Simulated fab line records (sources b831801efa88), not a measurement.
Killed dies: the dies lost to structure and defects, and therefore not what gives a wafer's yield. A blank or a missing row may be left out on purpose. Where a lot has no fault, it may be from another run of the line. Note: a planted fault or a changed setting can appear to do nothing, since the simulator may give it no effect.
fab line records -- flow sky130
record: lots: 7, wafers: 19, lastDay: 50
route steps=708 shown LI_CONTACT@370
lots with no fault: from the same line, run without faults
startH: the number of hours between the record's first day and the start of the first shown wafer of the lot -- waitH: how many hours have passed since the lot's step before this one -- " the same as in the row above -- L1.1+2: several wafers, shown together as one row -- - no value, or no start given -- * or withheld: withheld -- < > ~ a bound
route shown NAME@n: NAME is a module with steps in the file, n the number in the route of the first one -- usual: mean/standard deviation of fault-free wafers -- same: alike in all rows -- chamber/n: place in a boat -- sites: per-site readings -- _std_site: standard deviation of those values -- _edge_site: the outer-site mean with the inner-site mean subtracted -- radiusMm: for every site, how far away it sits from the centre of the wafer -- mask NAME#n: copy n -- behind: tool/chamber where the wafer was last shaped -- hold: what put the lot on hold/how long, in hours/how the hold closed -- device: transistor that didn't switch, given as n, p or np -- end of line: tests run on the same wafers once the route is complete -- a step given without rows: its recipe and nothing more -- killed: at the first sort, the dies lost to defects and structure; wafer yield is something else -- map: per-die view of a wafer (x killed, . not killed, _ where there is no die)
set.NAME: the setting as run; set.NAME@STEP: as run at that earlier step -- model.NAME: the simulator's own value behind a step, which no gauge read
lots at selected steps of the route; one table per step, one row per wafer
services: from which hour (startH, from the record's first day; less than 0 if before it) a tool's chamber was out of use, for how many hours, and why
== steps ==
step: SKY_LI_CONTACT_SOFTBAKE_08
recipe: tempC: 100, timeS: 90, resist: KrF-thick
step: SKY_LI_CONTACT_EXPOSE_09
recipe: maskId: LICM1, na: 0.8, sourceShape: annular, sigmaInner: 0.55, sigmaOuter: 0.85, targetCdNm: 170, doseMj: 38
step: SKY_LI_CONTACT_PEB_10
recipe: pebTempC: withheld, pebTimeS: withheld, resist: KrF-thick
step: SKY_LI_CONTACT_DEVELOP_11
recipe: developTimeS: 60, resist: KrF-thick, devTempC: 21
step: SKY_LI_CONTACT_CD_MEAS_12
recipe: targetCdNm: 170
usual: cdNm: 170.0/1.1
lot.wafer,tool,chamber,startH,waitH,cdNm
L558.1,cdSem-02,-,682.76,-,170.0
L558.2,cdSem-02,-,682.76,-,169.8
L558.3,cdSem-02,-,682.76,-,169.3
L568.1,cdSem-01,-,777.21,-,170.3
L568.4,cdSem-01,-,777.21,-,169.9
L568.6,cdSem-01,-,777.21,-,171.4
L569.1,cdSem-02,-,779.28,-,167.8
L569.2,cdSem-02,-,779.28,-,167.4
L569.3,cdSem-02,-,779.28,-,166.2
L574.1,cdSem-02,-,823.76,-,169.7
L574.3,cdSem-02,-,823.76,-,170.4
L574.6,cdSem-02,-,823.76,-,169.5
L576.2,cdSem-01,-,839.18,-,171.4
L576.4,cdSem-01,-,839.18,-,170.7
L578.1,cdSem-01,-,845.89,-,169.6
L578.3,cdSem-01,-,845.89,-,169.6
L579.2,cdSem-02,-,848.58,-,170.7
L579.4,cdSem-02,-,848.58,-,171.6
L579.5,cdSem-02,-,848.58,-,171.3
step: SKY_LI_CONTACT_OVL_MEAS_13
usual: LI_CONTACT_OVL: -5/4.5
lot.wafer,tool,chamber,startH,waitH,LI_CONTACT_OVL[nm]
L558.1,overlay-02,-,682.88,0.1,-10
L558.2,overlay-02,-,682.88,0.1,-11
L558.3,overlay-02,-,682.88,0.1,-8
L568.1,overlay-01,-,777.33,0.1,-3
L568.4,overlay-01,-,777.33,0.1,-6
L568.6,overlay-01,-,777.33,0.1,-4
L569.1,overlay-02,-,779.40,0.1,-5
L569.2,overlay-02,-,779.40,0.1,-7
L569.3,overlay-02,-,779.40,0.1,1
L574.1,overlay-02,-,823.88,0.1,-2
L574.3,overlay-02,-,823.88,0.1,-2
L574.6,overlay-02,-,823.88,0.1,-3
L576.2,overlay-01,-,839.28,0.1,-11
L576.4,overlay-01,-,839.28,0.1,-7
L578.1,overlay-01,-,846.01,0.1,-6
L578.3,overlay-01,-,846.01,0.1,1
L579.2,overlay-01,-,848.68,0.1,-9
L579.4,overlay-01,-,848.68,0.1,-6
L579.5,overlay-01,-,848.68,0.1,-6
step: SKY_LI_CONTACT_ETCH_14
recipe: chemistry: N2/H2, target: BARC, ionEnergyEv: 200, sourceW: 500, biasW: 100, pressureMtorr: 30, n2FlowSccm: 100, h2FlowSccm: 200, stopOn: SiO2, timeS: 45.9, targetDepthA: 600
usual: drypumpMotorCurrentA: 5.8/0.37, oesProductAu: 0.855/0.0045, rfFwdPowerW: 493.7/1.9, throttleValvePct: 13.226/0.0087
same: timeS: 45.9
lot.wafer,tool,chamber,startH,waitH,drypumpMotorCurrentA,oesProductAu,rfFwdPowerW,rfHoursCounterH,throttleValvePct
L558.1,rieDiel-04,1,682.91,0.0,5.9,0.859,494.2,7,13.242
L558.2,rieDiel-04,2,682.91,0.0,5.9,0.857,491.6,0,13.221
L558.3,rieDiel-04,3,682.91,0.0,6.1,0.856,494.5,18,13.230
L568.1,rieDiel-01,3,777.36,0.0,6.3,0.858,491.9,7,13.232
L568.4,rieDiel-01,0,777.36,0.0,6.2,0.853,494.3,10,13.233
L568.6,rieDiel-01,2,777.36,0.0,5.4,0.858,497.6,-,13.230
L569.1,rieDiel-02,0,779.44,0.0,5.4,0.854,494.1,3,13.221
L569.2,rieDiel-02,1,779.44,0.0,5.3,0.855,493.7,5,13.233
L569.3,rieDiel-02,2,779.44,0.0,5.1,0.852,491.2,6,13.235
L574.1,rieDiel-04,0,823.91,0.0,5.8,0.848,491.7,12,13.231
L574.3,rieDiel-04,3,823.91,0.0,6.1,0.859,494.6,22,13.217
L574.6,rieDiel-04,2,823.91,0.0,5.9,0.860,493.6,-,13.218
L576.2,rieDiel-04,2,839.31,0.0,5.9,0.853,492.9,5,13.225
L576.4,rieDiel-04,1,839.31,0.0,5.9,0.853,493.0,11,13.235
L578.1,rieDiel-02,0,846.04,0.0,5.4,0.858,494.0,5,13.223
L578.3,rieDiel-02,2,846.04,0.0,5.0,0.854,490.0,7,13.225
L579.2,rieDiel-01,0,848.71,0.0,6.3,0.853,493.3,12,13.236
L579.4,rieDiel-01,3,848.71,0.0,6.3,0.851,493.6,-,13.214
L579.5,rieDiel-01,1,848.71,0.0,5.3,0.858,495.8,-,13.223
step: SKY_LI_CONTACT_ETCH_15
recipe: target: PSG, chemistry: C4F8/O2/Ar, stopOn: Si, taperDeg: 4.15, maskMaterial: KrF-thick, sourceW: 1500, biasW: 1200, pressureMtorr: 40, c4f8FlowSccm: withheld, O2_flow_sccm: 6, Ar_flow_sccm: 300, timeS: withheld, targetDepthA: 6000
usual: oesProductAu: 0.837/0.0048, rfFwdPowerW: 1491/5
lot.wafer,tool,chamber,startH,waitH,oesProductAu,rfFwdPowerW
L558.1,rieDiel-04,1,682.95,0.0,0.838,1500
L558.2,rieDiel-04,2,682.95,0.0,0.840,1489
L558.3,rieDiel-04,3,682.95,0.0,0.839,1481
L568.1,rieDiel-01,3,777.40,0.0,0.845,1484
L568.4,rieDiel-01,0,777.40,0.0,0.831,1492
L568.6,rieDiel-01,2,777.40,0.0,0.839,1491
L569.1,rieDiel-02,0,779.48,0.0,0.840,1493
L569.2,rieDiel-02,1,779.48,0.0,0.833,1486
L569.3,rieDiel-02,2,779.48,0.0,0.835,1484
L574.1,rieDiel-04,0,823.96,0.0,0.842,1491
L574.3,rieDiel-04,3,823.96,0.0,0.838,1492
L574.6,rieDiel-04,2,823.96,0.0,0.841,1495
L576.2,rieDiel-04,2,839.36,0.0,0.834,1489
L576.4,rieDiel-04,1,839.36,0.0,0.841,1493
L578.1,rieDiel-02,0,846.09,0.0,0.846,1499
L578.3,rieDiel-02,2,846.09,0.0,0.834,1487
L579.2,rieDiel-01,0,848.76,0.0,0.827,1492
L579.4,rieDiel-01,3,848.76,0.0,0.839,1496
L579.5,rieDiel-01,1,848.76,0.0,0.842,1488
step: SKY_LI_CONTACT_STRIP_16
recipe: chemistry: O2/N2, powerW: 1400, pressureMtorr: 1500, platenTempC: withheld, o2FlowSccm: 3000, n2FlowSccm: 300, overashFraction: 0.5
usual: drypumpMotorCurrentA: 5.7/0.34, oesProductAu: 0.376/0.0048, stripTimeToEndpointS: 3.505/0.029
lot.wafer,tool,chamber,startH,waitH,drypumpMotorCurrentA,oesProductAu,rfHoursCounterH,stripTimeToEndpointS
L558.1,plasmaAsher-02,1,683.04,-,5.1,0.375,25,3.515
L558.2,plasmaAsher-02,0,683.04,-,5.9,0.379,25,3.528
L558.3,plasmaAsher-02,1,683.04,-,5.1,0.378,-,3.509
L568.1,plasmaAsher-03,1,777.49,-,5.5,0.374,4,3.494
L568.4,plasmaAsher-03,0,777.49,-,5.7,0.380,-,3.481
L568.6,plasmaAsher-03,1,777.49,-,5.4,0.376,-,3.510
L569.1,plasmaAsher-02,0,779.56,-,5.9,0.385,35,3.544
L569.2,plasmaAsher-02,1,779.56,-,5.1,0.381,35,3.547
L569.3,plasmaAsher-02,1,779.56,-,5.1,0.385,-,3.495
L574.1,plasmaAsher-02,1,824.04,-,5.1,0.381,40,3.524
L574.3,plasmaAsher-02,1,824.04,-,5.1,0.374,-,3.483
L574.6,plasmaAsher-02,0,824.04,-,5.8,0.369,-,3.517
L576.2,plasmaAsher-04,0,839.44,-,5.8,0.370,70,3.481
L576.4,plasmaAsher-04,0,839.44,-,5.8,0.382,-,3.478
L578.1,plasmaAsher-02,1,846.17,-,5.1,0.371,42,3.493
L578.3,plasmaAsher-02,1,846.17,-,5.1,0.374,-,3.469
L579.2,plasmaAsher-02,1,848.84,-,5.1,0.372,42,3.442
L579.4,plasmaAsher-02,0,848.84,-,5.9,0.367,-,3.480
L579.5,plasmaAsher-02,0,848.84,-,5.9,0.380,-,3.481
step: SKY_LI_CONTACT_CLEAN_17
recipe: chemistry: NMP, timeS: 600, tempC: 60, dry: n2Spin
step: SKY_LI_CONTACT_PRE_CLEAN_18
recipe: gas: Ar, timeS: 5.6, biasV: 358
step: SKY_LI_CONTACT_SPUTTER_19
recipe: material: Ti, targetThkNm: 20, chamberPressurePa: 5, powerW: 2500, substrateTempC: 200, timeS: 106.37
usual: throttleValvePct: 30.3/1.1
same: timeS: 106.37
lot.wafer,tool,chamber,startH,waitH,throttleValvePct
L558.1,pvdSputter-04,-,683.33,0.0,28.9
L558.2,pvdSputter-04,-,683.33,0.0,30.3
L558.3,pvdSputter-04,-,683.33,0.0,30.7
L568.1,pvdSputter-03,-,777.80,0.0,31.4
L568.4,pvdSputter-03,-,777.80,0.0,28.7
L568.6,pvdSputter-03,-,777.80,0.0,31.3
L569.1,pvdSputter-01,-,779.87,0.0,31.2
L569.2,pvdSputter-01,-,779.87,0.0,29.6
L569.3,pvdSputter-01,-,779.87,0.0,32.4
L574.1,pvdSputter-01,-,824.34,0.0,30.9
L574.3,pvdSputter-01,-,824.34,0.0,32.7
L574.6,pvdSputter-01,-,824.34,0.0,29.5
L576.2,pvdSputter-01,-,839.75,0.0,31.3
L576.4,pvdSputter-01,-,839.75,0.0,29.6
L578.1,pvdSputter-01,-,846.48,0.0,31.1
L578.3,pvdSputter-01,-,846.48,0.0,32.3
L579.2,pvdSputter-04,-,849.15,0.0,29.3
L579.4,pvdSputter-04,-,849.15,0.0,30.7
L579.5,pvdSputter-04,-,849.15,0.0,29.6
step: SKY_LI_CONTACT_SPUTTER_20
recipe: material: TiN, targetThkNm: 20, chamberPressurePa: 5, powerW: 4000, timeS: 80
usual: throttleValvePct: 30.3/1.1
lot.wafer,tool,chamber,startH,waitH,throttleValvePct,model.TiN_of_LI_CONTACT_SPUTTER_20.thkNm
L558.1,pvdSputter-04,-,683.41,0.0,28.9,20.09
L558.2,pvdSputter-04,-,683.41,0.0,30.3,20.05
L558.3,pvdSputter-04,-,683.41,0.0,30.7,20.04
L568.1,pvdSputter-03,-,777.88,0.0,31.5,19.59
L568.4,pvdSputter-03,-,777.88,0.0,28.9,19.57
L568.6,pvdSputter-03,-,777.88,0.0,31.7,19.52
L569.1,pvdSputter-01,-,779.95,0.0,31.0,19.96
L569.2,pvdSputter-01,-,779.95,0.0,29.6,19.98
L569.3,pvdSputter-01,-,779.95,0.0,32.4,19.86
L574.1,pvdSputter-01,-,824.41,0.0,31.1,19.63
L574.3,pvdSputter-01,-,824.41,0.0,32.4,11.86
L574.6,pvdSputter-01,-,824.41,0.0,29.8,19.74
L576.2,pvdSputter-01,-,839.83,0.0,31.1,19.91
L576.4,pvdSputter-01,-,839.83,0.0,29.6,11.97
L578.1,pvdSputter-01,-,846.56,0.0,30.9,19.9
L578.3,pvdSputter-01,-,846.56,0.0,32.3,11.92
L579.2,pvdSputter-04,-,849.23,0.0,29.2,20.25
L579.4,pvdSputter-04,-,849.23,0.0,30.9,20.06
L579.5,pvdSputter-04,-,849.23,0.0,29.9,19.96
step: SKY_LI_CONTACT_CVD_21
recipe: material: W, targetThkNm: 400, timeS: 120.56, tempC: 400, pressureTorr: 40
usual: heaterPowerW: 918/40, susceptorTempC: 400.01/0.24
same: timeS: 120.56
lot.wafer,tool,chamber,startH,waitH,heaterPowerW,sinceWetCleanH,susceptorTempC
L558.1,cvdW-01,0,683.47,0.0,964,779,399.84
L558.2,cvdW-01,1,683.47,0.0,855,779,400.04
L558.3,cvdW-01,0,683.47,0.0,988,-,399.98
L568.1,cvdW-01,0,777.94,0.0,964,874,400.23
L568.4,cvdW-01,0,777.94,0.0,941,-,400.05
L568.6,cvdW-01,1,777.94,0.0,874,-,400.13
L569.1,cvdW-02,1,780.01,0.0,914,376,400.05
L569.2,cvdW-02,0,780.01,0.0,941,376,400.05
L569.3,cvdW-02,1,780.01,0.0,900,-,400.13
L574.1,cvdW-01,0,824.47,0.0,971,920,399.94
L574.3,cvdW-01,0,824.47,0.0,971,-,400.18
L574.6,cvdW-01,0,824.47,0.0,960,-,400.03
L576.2,cvdW-01,0,839.89,0.0,957,936,400.21
L576.4,cvdW-01,1,839.89,0.0,884,-,399.86
L578.1,cvdW-02,0,846.62,0.0,926,443,400.33
L578.3,cvdW-02,0,846.62,0.0,916,-,399.91
L579.2,cvdW-01,1,849.29,0.0,857,945,399.92
L579.4,cvdW-01,0,849.29,0.0,976,-,399.99
L579.5,cvdW-01,0,849.29,0.0,993,-,400.22
== services ==
tool,chamber,startH,hours,kind
cvdW-01,-,664.18,0.2,repair
rieDiel-01,-,668.40,15.6,pm
cvdW-01,1,683.75,12.4,repair
cvdW-01,-,684.95,2.8,pm
cvdW-01,-,690.36,1.9,repair
rieDiel-04,-,704.32,1.8,repair
cvdW-02,-,712.70,2.8,pm
pvdSputter-01,-,715.49,3.8,repair
rieDiel-01,-,717.63,0.6,repair
cvdW-01,-,718.36,1.7,repair
pvdSputter-03,-,720.57,5.4,repair
pvdSputter-04,-,722.50,4.5,repair
rieDiel-04,1,725.24,15.6,repair
rieDiel-04,2,730.34,5.1,repair
cvdW-02,-,737.94,2.2,repair
pvdSputter-04,-,762.24,0.6,repair
rieDiel-02,0,765.48,2.8,repair
pvdSputter-01,-,775.26,2.5,repair
rieDiel-02,1,783.88,1.9,repair
rieDiel-01,1,785.91,9.8,repair
cvdW-02,-,790.75,28.1,pm
pvdSputter-01,-,798.59,0.5,repair
cvdW-02,-,830.42,6.9,pm
rieDiel-01,2,845.22,5.1,repair
== key ==
firstSign none at tools or gauges
modelEffect: step: SKY_LI_CONTACT_SPUTTER_20, value: TiN_of_LI_CONTACT_SPUTTER_20.thkNm, without: 19.85, struck: 11.91
metAt SKY_LI_CONTACT_SPUTTER_20
struckWafers L574.3,L576.4,L578.3
testerLeftOut L574,L576,L578
onsetBetween 779.95 824.41
fault: kind: processParameterDrift, tool: pvdSputter-01, chamber: -, onsetH: 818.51, steps: SKY_LI_CONTACT_SPUTTER_20, channel: targetThkNm, offset: -7.935, shape: step, endH: 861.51, scope: struckWafersOnly, actsIn: theseRecipesOnly, stated: 20
testerLeftOut: of these lots the tester's yield and bins aren't shown, on N5 and GAA mostly nor the transistor test; their killed dies are dies lost to structure and defects alone, not to doping, threshold or leakage, so they don't give the yield
